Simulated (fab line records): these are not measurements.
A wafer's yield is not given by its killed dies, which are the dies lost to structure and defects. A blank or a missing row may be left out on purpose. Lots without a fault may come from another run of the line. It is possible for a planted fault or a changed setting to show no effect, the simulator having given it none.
One fault seen from 2 desks || flow gf180mcu || every desk sees just its own numbers, and what lay behind them comes last

== AT THE TOOL OWNER'S DESK: pecvd-03 ==
The tool's own readings at GF_SAB_CVD_00 (deposits SiO2 from TEOS, target thk 50 nm, time 4.9302 s): means of the sampled wafers that have a number, for each lot that ran on this tool. The brackets show how far a lot's mean lies from the usual mean; more than 4 standard deviations puts the lot out of limits, marked OUT.
Columns: A = heaterPowerW at GF_SAB_CVD_00, usual 677 W
{"lot": "L987", "first seen here": "day 18 02:13", "A": 702}
{"lot": "L988", "first seen here": "day 18 05:40", "A": 782}
{"lot": "L997", "first seen here": "day 21 17:24", "A": 673}
{"lot": "L999", "first seen here": "day 22 06:35", "A": 753}
Finding of this desk: none of the 4 lots has anything out of limits.

== FROM THE METROLOGY DESK ==
Means of the sampled wafers that have a number, per lot and without regard to the tool the lot ran on: this is what the gauges read. The brackets show how far a lot's mean lies from the usual mean; more than 4 standard deviations puts the lot out of limits, marked OUT.
Columns: A = cdNm at GF_TOP_METAL_CD_MEAS_14, usual 439.8 nm
{"lot": "L976", "first seen here": "day 27 23:20", "A": 442.7}
{"lot": "L977", "first seen here": "day 28 00:01", "A": 437.7}
{"lot": "L980", "first seen here": "day 29 14:28", "A": 438.0}
{"lot": "L986", "first seen here": "day 31 05:25", "A": 441.8}
{"lot": "L987", "first seen here": "day 31 13:55", "A": 438.7}
{"lot": "L988", "first seen here": "day 31 19:11", "A": 437.7}
{"lot": "L990", "first seen here": "day 32 13:35", "A": 437.7}
{"lot": "L993", "first seen here": "day 33 01:19", "A": 438.7}
{"lot": "L994", "first seen here": "day 33 07:31", "A": 438.5}
{"lot": "L995", "first seen here": "day 33 14:34", "A": 436.6}
{"lot": "L996", "first seen here": "day 33 20:28", "A": 439.4}
{"lot": "L997", "first seen here": "day 34 04:26", "A": 441.3}
{"lot": "L998", "first seen here": "day 34 10:20", "A": 444.7}
{"lot": "L999", "first seen here": "day 34 10:49", "A": 442.7}
Finding of this desk: none of the 14 lots has anything out of limits.

== TAKEN TOGETHER ==
Nothing out of limits was seen by the tool owner's desk.
The metrology desk saw nothing out of limits.

== WHAT THE SIMULATOR HAD PUT IN ==
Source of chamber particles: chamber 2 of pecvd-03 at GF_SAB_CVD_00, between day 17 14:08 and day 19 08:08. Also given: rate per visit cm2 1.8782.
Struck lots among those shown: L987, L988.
